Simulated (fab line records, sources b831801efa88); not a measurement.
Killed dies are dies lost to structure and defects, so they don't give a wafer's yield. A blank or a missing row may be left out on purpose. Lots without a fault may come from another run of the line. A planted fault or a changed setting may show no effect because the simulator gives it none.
fab line records | flow sky130
record lots=12 wafers=36 last_day=50
route steps=708 shown FIELD_ISO@15 PWDE@54 VT_ADJUST_HVTR@137 SONOS_ONO@169 PAD_OPEN@708
lots that met no fault: from a run of the same line without faults
start_h: hours from the record's first day to the start of the lot's first wafer shown | wait_h: hours since the lot's step before | " the same as in the row above | L1.1+2: a row that stands for several wafers | - no value, or no start given | * or withheld: withheld | < > ~ a bound
route shown NAME@n: a module of which the file shows steps, and the number in the route of the first | usual: mean/standard deviation of fault-free wafers | same: alike in all rows | chamber/n: place in a boat | sites: the reading at each site | _std_site: their standard deviation | _edge_site: outer sites' mean less inner sites' | radius_mm: how far each site lies from the wafer's centre | mask NAME#n: copy n | behind: the tool/chamber that last shaped the wafer | hold: why the lot was held/for how many hours/how that ended | device: the transistor (n, p or np) that didn't switch | end of line: the same wafers' tests at the end of the route | a step without rows: its recipe alone | killed: dies lost to structure and defects at the first sort, not the wafer's yield | map: a wafer's dies, x killed, . not, _ none there
set.NAME: the setting as run; set.NAME@STEP: as run at that earlier step | model.NAME: the simulator's own value behind a step, which no gauge read
steps of the route over a sample of lots; a table a step, a row a wafer
services: from which hour (start_h, from the record's first day; less than 0 if before it) a tool's chamber was out of use, for how many hours, and why
## steps
# step SKY_FIELD_ISO_ETCH_14
# recipe chemistry=N2/H2 target=BARC ion_energy_ev=200 source_w=500 bias_w=100 pressure_mtorr=30 n2_flow_sccm=100 h2_flow_sccm=200 stop_on=SiO2 time_s=45.9 target_depth_a=600
# usual drypump_motor_current_A=5.6/0.48 h2_flow_sccm=199.9/0.6 oes_product_au=0.855/0.0049 throttle_valve_pct=13.225/0.0091
# columns lot.wafer tool chamber start_h wait_h drypump_motor_current_A h2_flow_sccm oes_product_au rf_hours_counter_h throttle_valve_pct
L155.1 rie_diel-03 0 35.27 0.1 5.7 200.2 0.857 22 13.214
L155.3 " 1 " " 6.7 199.2 0.854 2 13.229
L155.6 " 3 " " 5.2 199.7 0.852 - 13.226
L156.1 rie_diel-04 1 39.92 0.1 6.1 199.6 0.849 96 13.236
L156.2 " 2 " " 5.7 200.2 0.849 123 13.230
L156.4 " 3 " " 5.6 199.5 0.852 63 13.211
L158.2 rie_diel-03 3 52.77 0.1 5.3 200.0 0.853 2 13.211
L158.3 " 1 " " 6.6 199.1 0.854 2 13.230
L158.6 " 2 " " 6.2 200.6 0.858 - 13.215
L159.1 rie_diel-03 0 56.19 0.1 5.7 200.2 0.858 22 13.206
L159.3 " 1 " " 6.6 199.9 0.854 2 13.226
L159.4 " 2 " " 6.2 199.7 0.850 143 13.227
L160.1 rie_diel-02 1 60.69 0.1 6.2 200.9 0.859 3 13.224
L160.4 " 2 " " 5.1 200.5 0.852 81 13.229
L160.5 " 3 " " 5.3 200.5 0.852 - 13.219
L162.1 rie_diel-02 2 71.44 0.1 5.1 199.8 0.861 82 13.221
L162.2 " 0 " " 5.1 200.5 0.857 56 13.221
L162.3 " 3 " " 5.3 200.6 0.865 24 13.216
L163.1 rie_diel-04 2 76.07 0.1 5.6 199.5 0.853 123 13.215
L163.3 " 3 " " 5.6 200.1 0.851 63 13.225
L163.6 " 3 " " 5.6 199.6 0.854 - 13.216
L168.1 rie_diel-03 3 105.79 0.1 5.2 199.9 0.853 3 13.223
L168.3 " 0 " " 5.7 199.3 0.857 23 13.220
L168.6 " 3 " " 5.3 200.1 0.856 - 13.229
L169.1 rie_diel-02 0 114.47 0.1 5.2 200.6 0.854 57 13.217
L169.2 " 2 " " 5.1 199.7 0.859 82 13.216
L169.3 " 1 " " 6.1 199.7 0.856 4 13.226
L170.2 rie_diel-03 1 114.94 0.1 6.7 199.5 0.854 3 13.219
L170.4 " 0 " " 5.7 200.7 0.862 23 13.218
L170.6 " 2 " " 6.2 199.7 0.847 - 13.227
L175.1 rie_diel-02 1 137.49 0.1 6.1 199.2 0.856 4 13.230
L175.3 " 2 " " 5.1 200.4 0.859 83 13.210
L175.6 " 2 " " 5.1 200.3 0.851 - 13.224
L177.1 rie_diel-02 1 151.29 0.1 6.1 200.6 0.854 4 13.229
L177.4 " 3 " " 5.3 199.8 0.857 25 13.226
L177.5 " 3 " " 5.3 199.3 0.855 - 13.228
# step SKY_PWDE_STRIP_09
# recipe chemistry=O2/N2 power_w=1400 pressure_mtorr=1500 platen_temp_c=withheld o2_flow_sccm=3000 n2_flow_sccm=300 overash_fraction=0.5
# usual drypump_motor_current_A=5.7/0.4 oes_product_au=0.722/0.0049 strip_time_to_endpoint_s=36.92/0.089
# same overash_fraction=0.5
# columns lot.wafer tool chamber start_h wait_h drypump_motor_current_A oes_product_au rf_hours_counter_h strip_time_to_endpoint_s
L155.1 plasma_asher-03 1 77.76 0.1 5.8 0.724 37 36.89
L155.3 " 1 " " 5.8 0.726 - 36.98
L155.6 " 0 " " 6.0 0.726 - 36.92
L156.1 plasma_asher-04 0 84.36 0.1 6.1 0.721 27 36.89
L156.2 " 1 " " 4.9 0.725 27 36.89
L156.4 " 1 " " 4.9 0.724 - 36.83
L158.2 plasma_asher-01 0 94.11 0.1 6.0 0.720 41 37.00
L158.3 " 1 " " 5.4 0.718 - 36.95
L158.6 " 1 " " 5.5 0.717 - 37.00
L159.1 plasma_asher-04 0 97.68 0.1 6.1 0.721 29 36.86
L159.3 " 1 " " 4.9 0.720 - 36.86
L159.4 " 0 " " 6.1 0.719 - 36.83
L160.1 plasma_asher-04 0 103.26 0.1 6.1 0.721 29 36.92
L160.4 " 0 " " 6.1 0.716 - 36.94
L160.5 " 0 " " 6.1 0.722 - 36.98
L162.1 plasma_asher-03 0 126.11 0.1 6.0 0.717 42 36.81
L162.2 " 1 " " 5.9 0.717 42 36.74
L162.3 " 0 " " 6.0 0.716 - 36.96
L163.1 plasma_asher-03 1 133.76 0.1 5.9 0.726 43 37.15
L163.3 " 0 " " 6.1 0.727 - 37.05
L163.6 " 1 " " 5.9 0.725 - 36.99
L168.1 plasma_asher-01 0 152.76 0.1 6.0 0.725 3 36.99
L168.3 " 0 " " 5.9 0.721 - 36.99
L168.6 " 1 " " 5.4 0.722 - 36.88
L169.1 plasma_asher-01 0 158.93 0.1 6.0 0.715 4 37.04
L169.2 " 1 " " 5.5 0.727 4 37.03
L169.3 " 0 " " 6.0 0.733 - 37.03
L170.2 plasma_asher-04 1 162.13 0.1 4.9 0.720 35 36.82
L170.4 " 1 " " 4.9 0.713 - 36.94
L170.6 " 1 " " 4.9 0.718 - 36.92
L175.1 plasma_asher-01 1 189.26 0.1 5.5 0.723 8 36.75
L175.3 " 0 " " 5.9 0.718 - 36.70
L175.6 " 1 " " 5.5 0.719 - 36.72
L177.1 plasma_asher-03 0 205.43 0.1 6.1 0.723 48 36.90
L177.4 " 0 " " 6.0 0.729 - 36.79
L177.5 " 0 " " 6.1 0.721 - 36.73
# step SKY_VT_ADJUST_HVTR_DEVELOP_06
# recipe develop_time_s=60 dev_temp_c=23
# columns lot.wafer tool chamber start_h wait_h
L155.1+3+6 litho_track-01 0 216.74 0.1
L156.1+2+4 litho_track-03 0 223.47 0.1
L158.2+3+6 litho_track-02 0 235.47 0.1
L159.1+3+4 litho_track-02 0 241.25 0.1
L160.1+4+5 litho_track-03 0 249.27 0.1
L162.1+2+3 litho_track-01 0 281.49 0.1
L163.1+3+6 litho_track-02 0 291.65 0.1
L168.1+3+6 litho_track-02 0 314.00 0.1
L169.1+2+3 litho_track-01 0 322.39 0.1
L170.2+4+6 litho_track-01 0 324.67 0.1
L175.1+3+6 litho_track-03 0 364.57 0.1
L177.1+4+5 litho_track-02 0 382.25 0.1
# step SKY_VT_ADJUST_HVTR_CD_MEAS_07
# recipe target_cd_nm=380
# usual cd_nm=379.6/2.6
# columns lot.wafer tool chamber start_h wait_h cd_nm
L155.1 cd_sem-01 - 216.89 0.1 382.2
L155.3 " - " " 381.2
L155.6 " - " " 382.3
L156.1 cd_sem-01 - 223.62 0.1 384.1
L156.2 " - " " 384.1
L156.4 " - " " 383.2
L158.2 cd_sem-01 - 235.62 0.1 377.5
L158.3 " - " " 377.5
L158.6 " - " " 378.3
L159.1 cd_sem-02 - 241.40 0.1 380.4
L159.3 " - " " 380.4
L159.4 " - " " 381.9
L160.1 cd_sem-01 - 249.42 0.1 380.1
L160.4 " - " " 381.1
L160.5 " - " " 381.3
L162.1 cd_sem-02 - 281.64 0.1 381.2
L162.2 " - " " 381.1
L162.3 " - " " 379.5
L163.1 cd_sem-02 - 291.80 0.1 377.8
L163.3 " - " " 377.8
L163.6 " - " " 379.5
L168.1 cd_sem-01 - 314.15 0.1 377.9
L168.3 " - " " 377.4
L168.6 " - " " 377.2
L169.1 cd_sem-02 - 322.54 0.1 387.6
L169.2 " - " " 389.2
L169.3 " - " " 387.7
L170.2 cd_sem-02 - 324.81 0.1 388.5
L170.4 " - " " 389.1
L170.6 " - " " 389.4
L175.1 cd_sem-02 - 364.72 0.1 378.9
L175.3 " - " " 376.6
L175.6 " - " " 376.2
L177.1 cd_sem-01 - 382.40 0.1 380.9
L177.4 " - " " 379.1
L177.5 " - " " 380.9
# step SKY_SONOS_ONO_THK_MEAS_01
# recipe reads=SiO2_of_SONOS_ONO_OXIDATION_00
# usual SONOS_ONO_OXIDATION_THK=2.61/0.05
# columns lot.wafer tool chamber start_h wait_h SONOS_ONO_OXIDATION_THK[nm]
L155.1 film_metro-01 - 265.56 0.0 2.58
L155.3 " - " " 2.61
L155.6 " - " " 2.57
L156.1 film_metro-02 - 273.96 0.0 2.63
L156.2 " - " " 2.65
L156.4 " - " " 2.71
L158.2 film_metro-02 - 287.76 0.0 2.60
L158.3 " - " " 2.64
L158.6 " - " " 2.52
L159.1 film_metro-02 - 293.55 0.0 2.60
L159.3 " - " " 2.61
L159.4 " - " " 2.57
L160.1 film_metro-02 - 302.93 0.0 2.63
L160.4 " - " " 2.62
L160.5 " - " " 2.62
L162.1 film_metro-01 - 336.81 0.0 2.66
L162.2 " - " " 2.70
L162.3 " - " " 2.61
L163.1 film_metro-04 - 346.09 0.0 2.64
L163.3 " - " " 2.65
L163.6 " - " " 2.58
L168.1 film_metro-02 - 376.79 0.0 2.60
L168.3 " - " " 2.63
L168.6 " - " " 2.54
L169.1 film_metro-02 - 379.38 0.0 2.56
L169.2 " - " " 2.55
L169.3 " - " " 2.64
L170.2 film_metro-02 - 383.66 0.0 2.58
L170.4 " - " " 2.56
L170.6 " - " " 2.47
L175.1 film_metro-01 - 426.57 0.0 2.71
L175.3 " - " " 2.55
L175.6 " - " " 2.67
L177.1 film_metro-01 - 443.48 0.0 2.71
L177.4 " - " " 2.60
L177.5 " - " " 2.65
# step SKY_PAD_OPEN_PROBE_99
# usual killed_at_M0_to_M3=46/6.7 killed_at_M4_up=3.3/2 killed_at_contacts=24/5.4 killed_at_front_end=15/4.3 killed_at_other=0.4/0.64 killed_dies=89/9.1 killed_open=48/7.2 killed_short=40/6.3
# same gross_dies=492 killed_at_back_side=0
# columns lot.wafer tool chamber start_h wait_h killed_at_M0_to_M3 killed_at_M4_up killed_at_contacts killed_at_front_end killed_at_other killed_dies killed_open killed_short
L163.1 prober-01 - 1156.68 0.1 42 4 35 17 0 98 61 37
L163.3 prober-01 - 1156.78 0.2 41 1 29 13 1 85 50 35
L163.6 prober-01 - 1156.93 0.2 47 2 24 17 0 90 41 49
# killed by level:class
L163.1 CONTACT:geometric_particle:open=14 LI_CONTACT:geometric_particle:open=11 FIELD_ISO:geometric_particle:open=9 VIA1:geometric_particle:open=9 VIA3:geometric_particle:open=9 VIA3:geometric_particle:short=5 METAL4:geometric_particle:short=4 FIELD_ISO:geometric_particle:short=3
L163.3 VIA1:geometric_particle:open=11 CONTACT:geometric_particle:open=10 LI_CONTACT:geometric_particle:open=7 VIA2:geometric_particle:open=6 VIA3:geometric_particle:short=6 VIA3:geometric_particle:open=5 LOCAL_INTERCONNECT:geometric_particle:short=4 CONTACT:geometric_particle:short=4
L163.6 METAL1:geometric_particle:short=9 CONTACT:geometric_particle:open=8 LI_CONTACT:geometric_particle:open=7 VIA1:geometric_particle:open=7 FIELD_ISO:geometric_particle:short=6 METAL2:geometric_particle:short=6 VIA2:geometric_particle:open=5 CONTACT:geometric_particle:short=5
## services
# columns tool chamber start_h hours kind
plasma_asher-03 - 66.70 6.9 repair
plasma_asher-04 - 77.61 2.8 pm
rie_diel-02 2 104.07 1.4 repair
plasma_asher-01 - 108.75 9.0 pm
rie_diel-03 0 119.61 10.6 repair
rie_diel-02 0 119.88 6.9 repair
rie_diel-02 - 152.81 28.1 pm
plasma_asher-03 - 158.96 5.2 repair
rie_diel-04 2 167.99 24.6 repair
plasma_asher-03 - 168.04 2.3 repair
rie_diel-04 0 171.28 2.0 repair
plasma_asher-03 - 171.45 10.7 repair
plasma_asher-04 - 177.59 1.6 repair
rie_diel-02 - 189.46 2.8 pm
rie_diel-04 1 192.61 5.2 repair
plasma_asher-01 - 205.00 3.7 repair
rie_diel-03 - 207.85 2.8 pm
rie_diel-04 1 220.84 11.8 repair
rie_diel-03 1 226.16 28.4 repair
rie_diel-03 0 238.16 5.9 repair
rie_diel-02 0 239.78 4.4 repair
plasma_asher-04 - 271.12 1.9 repair
rie_diel-02 3 338.93 2.5 repair
rie_diel-03 - 370.10 15.6 pm
## key
first_sign step=SKY_VT_ADJUST_HVTR_CD_MEAS_07 reading=cd_nm direction=up sigmas=3.4 usual=379.6 struck=388.6
effect none on later readings
met_at SKY_VT_ADJUST_HVTR_DEVELOP_06
struck_lots L169,L170
tester_left_out L169,L170
not_acting_at SKY_FIELD_ISO_ETCH_14,SKY_PWDE_STRIP_09,SKY_SONOS_ONO_THK_MEAS_01
onset_between 281.49 322.39
fault kind=process_parameter_drift tool=litho_track-01 chamber=- onset_h=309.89 steps=SKY_VT_ADJUST_HVTR_DEVELOP_06 channel=develop_time_s offset=* shape=step end_h=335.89 acts_in=* stated=*
# tester_left_out: of these lots the tester's yield and bins aren't shown, on N5 and GAA mostly nor the transistor test; their killed dies are dies lost to structure and defects alone, not to doping, threshold or leakage, so they don't give the yield
